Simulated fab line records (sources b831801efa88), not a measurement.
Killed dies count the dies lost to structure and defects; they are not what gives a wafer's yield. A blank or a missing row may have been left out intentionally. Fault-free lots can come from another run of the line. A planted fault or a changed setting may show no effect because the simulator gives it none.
2 desks looking at one fault -- flow sky130 -- numbers are kept per desk, each desk with only its own; the story behind them comes last

== AT THE METROLOGY DESK ==
What the gauges read, lot by lot, whatever tool the lot ran on: means of the sampled wafers that have a number. Any lot whose mean is over 4 standard deviations away from the usual mean is out of limits and marked OUT; that distance is given in the brackets.
Columns: A = CONTACT_BOW at SKY_CONTACT_BOW_MEAS_05, usual 82 um; B = cdNm at SKY_CONTACT_CD_MEAS_14, usual 169.8 nm; C = CONTACT_OVL at SKY_CONTACT_OVL_MEAS_15, usual -1 nm
lot,first seen here,A,B,C
L191,day 31 04:38,81,169.5,6
L196,day 32 19:05,76,171.3,-9
L202,day 34 16:47,84,173.1,1
L203,day 34 23:27,82,169.4,-12
L208,day 36 14:57,80,168.3,0
L210,day 36 21:10,76,171.3,5
Finding of this desk: none of the 6 lots has anything out of limits.

== TOOL OWNER'S DESK, rieDiel-01 ==
The tool's own readings at SKY_CONTACT_ETCH_17 (etches SiO2 in C4F8/O2/Ar, stops on Si3N4, target depth 340 nm): means of the sampled wafers that have a number, for each lot that ran on this tool. Any lot whose mean is over 4 standard deviations away from the usual mean is out of limits and marked OUT; that distance is given in the brackets.
Columns: A = biasW at SKY_CONTACT_ETCH_17, usual 1200 W; B = oesProductAu at SKY_CONTACT_ETCH_17, usual 0.893 a.u.
lot,first seen here,A,B
L191,day 32 08:41,1198,0.889
L202,day 35 19:42,1312 (+33) OUT,0.899
L203,day 36 02:09,1311 (+33) OUT,0.892
This desk's finding: out of limits on L202, L203; first on L202, day 35 19:42 (biasW at SKY_CONTACT_ETCH_17). L191: within limits.

== ALL TOGETHER ==
The tool owner's desk could have raised an alarm at day 35 19:42, on L202, L203.
The metrology desk saw nothing out of limits.
The metrology desk has L202, L203 on record, within its limits.
On rieDiel-01, each named lot ran SKY_CONTACT_ETCH_17.

== WHAT THE SIMULATOR PUT IN ==
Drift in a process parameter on rieDiel-01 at SKY_CONTACT_ETCH_17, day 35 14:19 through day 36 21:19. Setting biasW, moved by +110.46, from 1200. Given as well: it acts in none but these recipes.
Struck lots among those shown: L202, L203.
Hours from the fault's start to each desk's first reading out of limits: the tool owner's desk, 5.
